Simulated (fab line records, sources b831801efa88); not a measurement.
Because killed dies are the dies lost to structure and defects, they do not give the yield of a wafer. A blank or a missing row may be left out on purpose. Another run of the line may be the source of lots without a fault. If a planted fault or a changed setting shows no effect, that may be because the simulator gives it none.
Chamber matching / flow sky130 / cmp-01 running SKY_FIELD_ISO_CMP_27: 4 sister chambers
The step polishes, stops on Si3N4, t overpolish 16 s, target thk 457.8 nm. 7 wafers are shown with their chamber, then 7 later ones without.

## WAFERS, EACH WITH ITS CHAMBER
wafer=L375.1; chamber=0; motorCurrentA (A)=11.0; timeToEndpointS (s)=113
wafer=L375.6; chamber=3; motorCurrentA (A)=10.0; timeToEndpointS (s)=116
wafer=L376.2; chamber=1; motorCurrentA (A)=12.2; timeToEndpointS (s)=116
wafer=L376.5; chamber=1; motorCurrentA (A)=12.5; timeToEndpointS (s)=119
wafer=L376.6; chamber=2; motorCurrentA (A)=10.2; timeToEndpointS (s)=110
wafer=L380.3; chamber=2; motorCurrentA (A)=11.0; timeToEndpointS (s)=108
wafer=L380.4; chamber=0; motorCurrentA (A)=11.1; timeToEndpointS (s)=109

## WAFERS MISSING THEIR CHAMBER
wafer=L380.6; motorCurrentA (A)=10.8; timeToEndpointS (s)=103
wafer=L382.1; motorCurrentA (A)=11.0; timeToEndpointS (s)=111
wafer=L382.4; motorCurrentA (A)=10.4; timeToEndpointS (s)=114
wafer=L382.5; motorCurrentA (A)=10.9; timeToEndpointS (s)=119
wafer=L392.3; motorCurrentA (A)=10.1; timeToEndpointS (s)=117
wafer=L392.4; motorCurrentA (A)=11.9; timeToEndpointS (s)=119
wafer=L392.5; motorCurrentA (A)=12.2; timeToEndpointS (s)=114

## EACH ONE'S CHAMBER
wafer=L380.6; from the rows above=can't be placed: 2 or 0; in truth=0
wafer=L382.1; from the rows above=can't be placed: 0 or 2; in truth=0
wafer=L382.4; from the rows above=can't be placed: 3 or 0 or 2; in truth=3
wafer=L382.5; from the rows above=can't be placed: 3 or 0 or 1 or 2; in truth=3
wafer=L392.3; from the rows above=3; in truth=3
wafer=L392.4; from the rows above=1; in truth=1
wafer=L392.5; from the rows above=can't be placed: 1 or 0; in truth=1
Correctly placed: 2 of 7. These rows do not allow placing 5 (true chamber among the candidates in 5). Number placed wrongly: 0.
How it was worked out, from the rows above alone: a wafer's distance from a chamber is the root of the sum, over the readings, of the square of ((its reading less the chamber's mean) divided by the reading's scatter). If the next closest chamber is less than 2 further off than the closest, the wafer can't be placed; otherwise it belongs to the closest. The mean given for a chamber averages the wafers shown for that chamber. The scatter: the root of (the sum of the squares of (reading less its chamber's mean) over the shown wafers, divided by (wafers less chambers)).
